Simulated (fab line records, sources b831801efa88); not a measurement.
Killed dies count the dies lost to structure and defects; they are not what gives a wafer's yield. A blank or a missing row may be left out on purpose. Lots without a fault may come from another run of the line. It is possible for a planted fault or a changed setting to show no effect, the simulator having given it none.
fab line records | flow sky130
record: lots: 13 | wafers: 39 | lastDay: 50
route steps=708 shown LI_CONTACT@382 CONTACT@409 METAL1@435 PAD_OPEN@708
lots with no fault: from the same line, run without faults
startH: hours from the record's opening day to when the first of the lot's shown wafers began | waitH: time in hours since the lot's previous step | " identical to the entry in the row above | L1.1+2: a single row standing in for several wafers | - either no value or no given start | * or withheld: withheld | < > ~ a bound
route shown NAME@n: NAME is a module with steps in the file, n the number in the route of the first one | usual: mean/standard deviation of fault-free wafers | same: alike in all rows | chamber/n: place in a boat | sites: each site's reading | _std_site: how widely they spread, as a standard deviation | _edge_site: outer sites' mean less inner sites' | radiusMm: for every site, how far away it sits from the centre of the wafer | mask NAME#n: copy n | behind: the last tool/chamber to shape the wafer | hold: reason for holding the lot/hours on hold/outcome of the hold | device: whichever transistor did not switch (one of n, p or np) | end of line: tests of these same wafers at the route's end | where a step has no rows: the recipe by itself | killed: the dies lost at the first sort to structure and to defects; this is not the yield of the wafer | map: a wafer's dies, x killed, . not, _ none there
set.NAME: the setting that was run; set.NAME@STEP: the one run at that earlier step | model.NAME: the simulator's own value behind a step, which no gauge read
one table for each step of the route and one row for each wafer, over a sample of lots
services: a tool's chamber out of use, with start hour (startH, from the record's first day; less than 0 if before it), hours out, and reason
== steps ==
step: SKY_LI_CONTACT_SPUTTER_20
recipe: material: TiN | targetThkNm: 20 | chamberPressurePa: 5 | powerW: 4000 | timeS: 80
usual: cathodeDcPowerW: 4000.1/0.71 | throttleValvePct: 29.6/1
lot.wafer | tool          | chamber | startH | waitH | cathodeDcPowerW | throttleValvePct
L423.1    | pvdSputter-04 | -       | 684.82 | 0.0   | 4000.6          | 27.6
L423.5    | "             | -       | "      | "     | 3999.5          | 31.1
L423.6    | "             | -       | "      | "     | 4000.5          | 30.3
L424.1    | pvdSputter-04 | -       | 697.32 | 0.0   | 4001.6          | 27.8
L424.3    | "             | -       | "      | "     | 3999.9          | 30.2
L424.5    | "             | -       | "      | "     | 3999.7          | 31.7
L425.2    | pvdSputter-03 | -       | 702.75 | 0.0   | 4000.1          | 29.4
L425.4    | "             | -       | "      | "     | 4000.3          | 30.0
L425.5    | "             | -       | "      | "     | 3999.6          | 28.9
L427.3    | pvdSputter-02 | -       | 713.35 | 0.0   | 3999.4          | 30.5
L427.4    | "             | -       | "      | "     | 3999.4          | 29.3
L427.5    | "             | -       | "      | "     | 4000.0          | 29.3
L428.3    | pvdSputter-02 | -       | 738.05 | 0.0   | 4001.0          | 28.5
L428.5    | "             | -       | "      | "     | 3999.8          | 30.0
L428.6    | "             | -       | "      | "     | 3999.3          | 29.4
L429.1    | pvdSputter-04 | -       | 740.57 | 0.0   | 3999.8          | 31.6
L429.4    | "             | -       | "      | "     | 3999.7          | 31.0
L429.5    | "             | -       | "      | "     | 3999.9          | 31.9
L433.2    | pvdSputter-02 | -       | 762.98 | 0.0   | 3999.6          | 28.4
L433.3    | "             | -       | "      | "     | 3999.8          | 30.4
L433.4    | "             | -       | "      | "     | 4001.3          | 28.6
L432.1    | pvdSputter-04 | -       | 763.97 | 0.0   | 3998.7          | 30.9
L432.2    | "             | -       | "      | "     | 4000.5          | 31.7
L432.6    | "             | -       | "      | "     | 3999.4          | 31.7
L434.1    | pvdSputter-03 | -       | 767.55 | 0.0   | 4000.3          | 30.0
L434.5    | "             | -       | "      | "     | 3999.2          | 29.7
L434.6    | "             | -       | "      | "     | 4000.0          | 29.2
L436.3    | pvdSputter-02 | -       | 787.28 | 0.0   | 3999.5          | 29.5
L436.5    | "             | -       | "      | "     | 4000.9          | 30.5
L436.6    | "             | -       | "      | "     | 4000.8          | 28.4
L440.1    | pvdSputter-02 | -       | 819.15 | 0.0   | 4000.6          | 28.6
L440.3    | "             | -       | "      | "     | 3998.8          | 29.4
L440.5    | "             | -       | "      | "     | 4000.5          | 28.6
L442.2    | pvdSputter-03 | -       | 837.41 | 0.0   | 3999.9          | 29.1
L442.5    | "             | -       | "      | "     | 3999.7          | 30.1
L442.6    | "             | -       | "      | "     | 4000.2          | 29.4
L444.3    | pvdSputter-02 | -       | 843.23 | 0.0   | 4000.8          | 29.4
L444.4    | "             | -       | "      | "     | 3999.5          | 28.7
L444.5    | "             | -       | "      | "     | 4000.6          | 30.4
step: SKY_CONTACT_THK_MEAS_03
recipe: reads: SiO2_of_CONTACT_HDPCVD_02
usual: CONTACT_HDPCVD_THK: 591/5.9
lot.wafer | tool         | chamber | startH | waitH | CONTACT_HDPCVD_THK[nm]
L423.1    | filmMetro-02 | -       | 714.50 | 0.0   | 596
L423.5    | "            | -       | "      | "     | 593
L423.6    | "            | -       | "      | "     | 582
L424.1    | filmMetro-01 | -       | 726.49 | 0.0   | 596
L424.3    | "            | -       | "      | "     | 591
L424.5    | "            | -       | "      | "     | 593
L425.2    | filmMetro-03 | -       | 732.87 | 0.0   | 597
L425.4    | "            | -       | "      | "     | 606
L425.5    | "            | -       | "      | "     | 596
L427.3    | filmMetro-02 | -       | 742.82 | 0.1   | 577
L427.4    | "            | -       | "      | "     | 578
L427.5    | "            | -       | "      | "     | 591
L428.3    | filmMetro-01 | -       | 767.57 | 0.1   | 594
L428.5    | "            | -       | "      | "     | 592
L428.6    | "            | -       | "      | "     | 600
L429.1    | filmMetro-03 | -       | 769.46 | 0.0   | 588
L429.4    | "            | -       | "      | "     | 588
L429.5    | "            | -       | "      | "     | 591
L433.2    | filmMetro-01 | -       | 791.36 | 0.0   | 595
L433.3    | "            | -       | "      | "     | 585
L433.4    | "            | -       | "      | "     | 582
L432.1    | filmMetro-02 | -       | 792.65 | 0.0   | 587
L432.2    | "            | -       | "      | "     | 602
L432.6    | "            | -       | "      | "     | 590
L434.1    | filmMetro-01 | -       | 795.95 | 0.0   | 589
L434.5    | "            | -       | "      | "     | 589
L434.6    | "            | -       | "      | "     | 583
L436.3    | filmMetro-02 | -       | 815.08 | 0.1   | 597
L436.5    | "            | -       | "      | "     | 580
L436.6    | "            | -       | "      | "     | 591
L440.1    | filmMetro-02 | -       | 846.67 | 0.0   | 595
L440.3    | "            | -       | "      | "     | 599
L440.5    | "            | -       | "      | "     | 600
L442.2    | filmMetro-03 | -       | 865.24 | 0.0   | 592
L442.5    | "            | -       | "      | "     | 598
L442.6    | "            | -       | "      | "     | 593
L444.3    | filmMetro-01 | -       | 871.70 | 0.1   | 589
L444.4    | "            | -       | "      | "     | 593
L444.5    | "            | -       | "      | "     | 588
step: SKY_METAL1_SPUTTER_01
recipe: material: TiN | targetThkNm: 20 | powerW: 6500 | timeS: 16.7 | chamberPressurePa: 0.4
usual: cathodeDcPowerW: 6500.0/1.1 | throttleValvePct: 30.1/1.4
lot.wafer | tool          | chamber | startH | waitH | cathodeDcPowerW | throttleValvePct
L423.1    | pvdSputter-02 | -       | 745.42 | 0.0   | 6498.9          | 28.5
L423.5    | "             | -       | "      | "     | 6499.7          | 28.2
L423.6    | "             | -       | "      | "     | 6500.4          | 29.7
L424.1    | pvdSputter-01 | -       | 756.01 | 0.0   | 6502.0          | 30.1
L424.3    | "             | -       | "      | "     | 6500.0          | 32.3
L424.5    | "             | -       | "      | "     | 6499.6          | 32.1
L425.2    | pvdSputter-01 | -       | 763.21 | 0.0   | 6499.5          | 32.1
L425.4    | "             | -       | "      | "     | 6500.8          | 29.9
L425.5    | "             | -       | "      | "     | 6501.9          | 32.0
L427.3    | pvdSputter-01 | -       | 771.19 | 0.0   | 6499.5          | 32.2
L427.4    | "             | -       | "      | "     | 6501.0          | 32.3
L427.5    | "             | -       | "      | "     | 6501.4          | 32.0
L428.3    | pvdSputter-02 | -       | 796.34 | 0.0   | 6500.2          | 28.6
L428.5    | "             | -       | "      | "     | 6499.6          | 28.6
L428.6    | "             | -       | "      | "     | 6499.0          | 28.2
L429.1    | pvdSputter-02 | -       | 798.07 | 0.0   | 6497.1          | 28.6
L429.4    | "             | -       | "      | "     | 6500.7          | 28.8
L429.5    | "             | -       | "      | "     | 6501.3          | 28.4
L433.2    | pvdSputter-04 | -       | 819.97 | 0.0   | 6500.6          | 27.7
L433.3    | "             | -       | "      | "     | 6500.3          | 30.3
L433.4    | "             | -       | "      | "     | 6500.3          | 31.7
L432.1    | pvdSputter-02 | -       | 821.30 | 0.0   | 6502.0          | 30.4
L432.2    | "             | -       | "      | "     | 6499.6          | 28.5
L432.6    | "             | -       | "      | "     | 6500.2          | 28.5
L434.1    | pvdSputter-02 | -       | 824.09 | 0.0   | 6500.3          | 30.1
L434.5    | "             | -       | "      | "     | 6501.0          | 29.5
L434.6    | "             | -       | "      | "     | 6498.3          | 30.6
L436.3    | pvdSputter-04 | -       | 843.72 | 0.0   | 6498.0          | 31.7
L436.5    | "             | -       | "      | "     | 6499.2          | 28.0
L436.6    | "             | -       | "      | "     | 6498.8          | 31.4
L440.1    | pvdSputter-04 | -       | 874.93 | 0.0   | 6500.8          | 30.5
L440.3    | "             | -       | "      | "     | 6498.2          | 31.2
L440.5    | "             | -       | "      | "     | 6499.8          | 30.3
L442.2    | pvdSputter-04 | -       | 893.17 | 0.0   | 6500.8          | 31.5
L442.5    | "             | -       | "      | "     | 6499.8          | 30.2
L442.6    | "             | -       | "      | "     | 6499.9          | 31.1
L444.3    | pvdSputter-02 | -       | 900.64 | 0.0   | 6499.8          | 30.3
L444.4    | "             | -       | "      | "     | 6500.6          | 30.7
L444.5    | "             | -       | "      | "     | 6501.8          | 29.6
step: SKY_METAL1_COAT_10
recipe: resist: KrF-thick | spinRpm: 3000 | resistThkNm: 450
usual: spinSpeedRpm: 3000.0/1.9
lot.wafer | tool          | chamber | startH | waitH | spinSpeedRpm
L423.1    | lithoTrack-01 | 0       | 759    | -     | 3004.3
L423.5    | "             | 0       | "      | "     | 3001.4
L423.6    | "             | 0       | "      | "     | 2997.0
L424.1    | lithoTrack-02 | 0       | 769    | -     | 3000.0
L424.3    | "             | 0       | "      | "     | 3000.5
L424.5    | "             | 0       | "      | "     | 2998.9
L425.2    | lithoTrack-01 | 0       | 776    | -     | 2999.5
L425.4    | "             | 0       | "      | "     | 3001.4
L425.5    | "             | 0       | "      | "     | 3001.1
L427.3    | lithoTrack-01 | 0       | 784    | -     | 3001.3
L427.4    | "             | 0       | "      | "     | 2999.4
L427.5    | "             | 0       | "      | "     | 3000.4
L428.3    | lithoTrack-02 | 0       | 808    | -     | 3001.7
L428.5    | "             | 0       | "      | "     | 3000.2
L428.6    | "             | 0       | "      | "     | 3003.2
L429.1    | lithoTrack-02 | 0       | 810    | -     | 2999.8
L429.4    | "             | 0       | "      | "     | 3002.4
L429.5    | "             | 0       | "      | "     | 2997.7
L433.2    | lithoTrack-03 | 0       | 832    | -     | 2998.3
L433.3    | "             | 0       | "      | "     | 2998.9
L433.4    | "             | 0       | "      | "     | 3003.9
L432.1    | lithoTrack-02 | 0       | 834    | -     | 3001.5
L432.2    | "             | 0       | "      | "     | 2999.7
L432.6    | "             | 0       | "      | "     | 3000.1
L434.1    | lithoTrack-02 | 0       | 836    | -     | 3000.4
L434.5    | "             | 0       | "      | "     | 3000.4
L434.6    | "             | 0       | "      | "     | 2999.6
L436.3    | lithoTrack-02 | 0       | 856    | -     | 2996.4
L436.5    | "             | 0       | 857    | -     | 2997.7
L436.6    | "             | 0       | "      | "     | 3000.9
L440.1    | lithoTrack-01 | 0       | 887    | -     | 3071.2
L440.3    | "             | 0       | "      | "     | 3068.9
L440.5    | "             | 0       | "      | "     | 3071.4
L442.2    | lithoTrack-01 | 0       | 906    | -     | 3070.3
L442.5    | "             | 0       | "      | "     | 3072.9
L442.6    | "             | 0       | "      | "     | 3073.2
L444.3    | lithoTrack-03 | 0       | 913    | -     | 3002.4
L444.4    | "             | 0       | "      | "     | 3001.6
L444.5    | "             | 0       | "      | "     | 3000.8
step: SKY_PAD_OPEN_PROBE_99
usual: defectLimitedYield: 82.2/1.9 | killed_at_M0_to_M3: 43/6.3 | killed_at_M4_up: 3.3/1.7 | killedAtContacts: 24/5.4 | killedAtFrontEnd: 16/4.6 | killedAtOther: 0.4/0.7 | killedDies: 87/9.4 | killedOpen: 47/6.9 | killedShort: 39/6.1 | sort_bin_3_pad_short: 0.9/0.45 | sort_bin_5_function: 10.6/1.5 | sort_bin_6_memory: 6.3/1.2 | sortNPass: 405/9.4 | sortYieldPct: 82.2/1.9
same: grossDies: 492 | killedAtBackSide: 0 | sort_bin_4_leakage[%]: 0 | sort_bin_8_speed[%]: 0
lot.wafer | tool      | chamber | startH  | waitH | defectLimitedYield[%] | killed_at_M0_to_M3 | killed_at_M4_up | killedAtContacts | killedAtFrontEnd | killedAtOther | killedDies | killedOpen | killedShort | sort_bin_3_pad_short[%] | sort_bin_5_function[%] | sort_bin_6_memory[%] | sortNPass | sortYieldPct[%]
L424.1    | prober-01 | -       | 1091.31 | 0.1   | 81.9                  | 49                 | 4               | 21               | 15               | 0             | 89         | 52         | 35          | 0.6                     | 11.6                   | 5.9                  | 403       | 81.9
L424.3    | prober-01 | -       | 1091.41 | 0.2   | 81.1                  | 50                 | 5               | 21               | 17               | 0             | 93         | 60         | 33          | 0.6                     | 11.6                   | 6.7                  | 399       | 81.1
L424.5    | prober-01 | -       | 1091.51 | 0.2   | 78.7                  | 44                 | 5               | 38               | 18               | 0             | 105        | 55         | 48          | 1.4                     | 11.4                   | 8.5                  | 387       | 78.7
L425.2    | prober-02 | -       | 1096.33 | 0.1   | 81.1                  | 52                 | 7               | 20               | 12               | 2             | 93         | 59         | 34          | 1.2                     | 11.8                   | 5.9                  | 399       | 81.1
L425.4    | prober-02 | -       | 1096.43 | 0.2   | 79.1                  | 49                 | 4               | 28               | 21               | 1             | 103        | 52         | 50          | 1.4                     | 12.0                   | 7.5                  | 389       | 79.1
L425.5    | prober-02 | -       | 1096.48 | 0.2   | 84.6                  | 34                 | 1               | 27               | 14               | 0             | 76         | 38         | 35          | 0.6                     | 9.1                    | 5.7                  | 416       | 84.6
L429.1    | prober-01 | -       | 1124.44 | 0.1   | 83.3                  | 43                 | 4               | 22               | 13               | 0             | 82         | 45         | 37          | 0.4                     | 11.8                   | 4.5                  | 410       | 83.3
L429.4    | prober-01 | -       | 1124.59 | 0.2   | 81.3                  | 52                 | 2               | 21               | 17               | 0             | 92         | 53         | 38          | 1.4                     | 10.4                   | 6.9                  | 400       | 81.3
L429.5    | prober-01 | -       | 1124.64 | 0.2   | 83.3                  | 43                 | 2               | 21               | 16               | 0             | 82         | 40         | 42          | 0.2                     | 11.4                   | 5.1                  | 410       | 83.3
L432.1    | prober-02 | -       | 1140.31 | 0.1   | 81.7                  | 42                 | 1               | 22               | 24               | 1             | 90         | 49         | 40          | 1.6                     | 10.4                   | 6.3                  | 402       | 81.7
L432.2    | prober-02 | -       | 1140.36 | 0.1   | 80.9                  | 40                 | 2               | 28               | 22               | 2             | 94         | 56         | 37          | 0.4                     | 12.4                   | 6.3                  | 398       | 80.9
L432.6    | prober-02 | -       | 1140.56 | 0.2   | 81.7                  | 43                 | 4               | 28               | 13               | 2             | 90         | 44         | 43          | 1.6                     | 10.8                   | 5.9                  | 402       | 81.7
L434.1    | prober-01 | -       | 1144.28 | 0.1   | 81.3                  | 50                 | 3               | 20               | 19               | 0             | 92         | 52         | 40          | 0.2                     | 10.6                   | 7.9                  | 400       | 81.3
L434.5    | prober-01 | -       | 1144.48 | 0.2   | 82.9                  | 41                 | 7               | 15               | 21               | 0             | 84         | 40         | 44          | 1.2                     | 8.5                    | 7.3                  | 408       | 82.9
L434.6    | prober-01 | -       | 1144.53 | 0.2   | 82.3                  | 43                 | 1               | 23               | 19               | 1             | 87         | 47         | 40          | 0.6                     | 10.2                   | 6.9                  | 405       | 82.3
killed by level:class
L424.1 CONTACT:geometricParticle:open=12 VIA2:geometricParticle:open=11 METAL1:geometricParticle:short=8 VIA1:geometricParticle:open=8 VIA3:geometricParticle:open=7 FIELD_ISO:geometricParticle:open=5 LI_CONTACT:geometricParticle:open=5 FIELD_ISO:geometricParticle:short=4
L424.3 VIA1:geometricParticle:open=11 VIA3:geometricParticle:open=10 VIA2:geometricParticle:open=9 LI_CONTACT:geometricParticle:open=9 CONTACT:geometricParticle:open=8 FIELD_ISO:geometricParticle:short=5 POLY_GATE:geometricParticle:short=4 METAL1:geometricParticle:short=4
L424.5 CONTACT:geometricParticle:open=13 CONTACT:geometricParticle:short=12 VIA2:geometricParticle:open=11 VIA1:geometricParticle:open=9 METAL1:geometricParticle:short=7 LI_CONTACT:geometricParticle:open=6 FIELD_ISO:geometricParticle:short=5 METAL4:geometricParticle:short=5
L425.2 VIA1:geometricParticle:open=14 VIA3:geometricParticle:open=9 VIA2:geometricParticle:open=9 CONTACT:geometricParticle:open=7 METAL2:geometricParticle:short=7 FIELD_ISO:geometricParticle:open=6 LI_CONTACT:geometricParticle:open=6 METAL1:geometricParticle:short=6
L425.4 VIA1:geometricParticle:open=13 CONTACT:geometricParticle:open=9 VIA2:geometricParticle:open=9 METAL1:geometricParticle:short=6 VIA2:geometricParticle:short=6 LOCAL_INTERCONNECT:geometricParticle:short=5 CONTACT:geometricParticle:short=5 POLY_GATE:geometricParticle:short=4
L425.5 CONTACT:geometricParticle:open=8 VIA2:geometricParticle:open=8 LI_CONTACT:geometricParticle:open=7 POLY_GATE:geometricParticle:short=6 CONTACT:geometricParticle:short=6 VIA1:geometricParticle:open=6 METAL1:geometricParticle:short=4 VIA1:geometricParticle:short=4
L429.1 LI_CONTACT:geometricParticle:open=8 VIA2:geometricParticle:open=8 CONTACT:geometricParticle:open=7 VIA3:geometricParticle:open=6 VIA2:geometricParticle:short=6 METAL1:geometricParticle:short=5 VIA1:geometricParticle:short=5 VIA1:geometricParticle:open=4
L429.4 VIA1:geometricParticle:open=15 VIA2:geometricParticle:open=8 LI_CONTACT:geometricParticle:open=6 VIA3:geometricParticle:open=6 FIELD_ISO:geometricParticle:open=5 CONTACT:geometricParticle:open=5 METAL1:geometricParticle:short=5 METAL3:geometricParticle:short=5
L429.5 CONTACT:geometricParticle:open=7 VIA1:geometricParticle:open=7 VIA2:geometricParticle:open=6 METAL3:geometricParticle:short=6 FIELD_ISO:geometricParticle:short=5 LI_CONTACT:geometricParticle:open=5 CONTACT:geometricParticle:short=5 SPACER:geometricParticle:short=4
L432.1 VIA1:geometricParticle:open=11 CONTACT:geometricParticle:open=8 POLY_GATE:geometricParticle:short=7 FIELD_ISO:geometricParticle:open=6 LI_CONTACT:geometricParticle:open=6 METAL1:geometricParticle:short=6 VIA2:geometricParticle:open=6 VIA3:geometricParticle:open=6
L432.2 VIA2:geometricParticle:open=11 LI_CONTACT:geometricParticle:open=10 VIA3:geometricParticle:open=9 CONTACT:geometricParticle:open=8 VIA1:geometricParticle:open=8 FIELD_ISO:geometricParticle:short=5 POLY_GATE:geometricParticle:short=5 POLY_GATE:geometricParticle:open=4
L432.6 CONTACT:geometricParticle:open=11 LOCAL_INTERCONNECT:geometricParticle:short=7 LI_CONTACT:geometricParticle:open=7 VIA1:geometricParticle:short=7 VIA2:geometricParticle:open=7 VIA1:geometricParticle:open=6 FIELD_ISO:geometricParticle:open=5 VIA3:geometricParticle:short=4
L434.1 VIA1:geometricParticle:open=12 METAL2:geometricParticle:short=9 CONTACT:geometricParticle:open=8 VIA2:geometricParticle:open=8 VIA3:geometricParticle:open=6 FIELD_ISO:geometricParticle:short=5 POLY_GATE:geometricParticle:open=5 LI_CONTACT:geometricParticle:open=5
L434.5 METAL1:geometricParticle:short=8 VIA1:geometricParticle:open=7 POLY_GATE:geometricParticle:short=6 VIA1:geometricParticle:short=6 METAL2:geometricParticle:short=6 VIA3:geometricParticle:open=5 LI_CONTACT:geometricParticle:open=5 CONTACT:geometricParticle:open=5
L434.6 CONTACT:geometricParticle:open=11 VIA1:geometricParticle:open=7 FIELD_ISO:geometricParticle:open=7 VIA3:geometricParticle:open=7 METAL2:geometricParticle:short=7 FIELD_ISO:geometricParticle:short=5 POLY_GATE:geometricParticle:open=5 METAL1:geometricParticle:short=5
== services ==
tool          | chamber | startH | hours | kind
pvdSputter-04 | -       | 665.98 | 1.6   | repair
pvdSputter-01 | -       | 679.66 | 6.6   | repair
pvdSputter-02 | -       | 720.30 | 2.0   | repair
pvdSputter-03 | -       | 727.97 | 2.6   | repair
pvdSputter-03 | -       | 860.00 | 0.5   | repair
pvdSputter-01 | -       | 874.15 | 2.3   | repair
== key ==
firstSign: step: SKY_METAL1_COAT_10 | reading: spinSpeedRpm | direction: up | sigmas: 38 | usual: 3000.0 | struck: 3071.3
effect none on later readings
metAt SKY_METAL1_COAT_10
struckLots L440,L442
notActingAt SKY_LI_CONTACT_SPUTTER_20,SKY_CONTACT_THK_MEAS_03,SKY_METAL1_SPUTTER_01
onsetBetween 784 887
fault: kind: processParameterDrift | tool: lithoTrack-01 | chamber: - | onsetH: 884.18 | steps: SKY_METAL1_COAT_10 | channel: spinRpm | offset: 71.338 | shape: step | endH: 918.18 | actsIn: theseRecipesOnly | stated: 3000
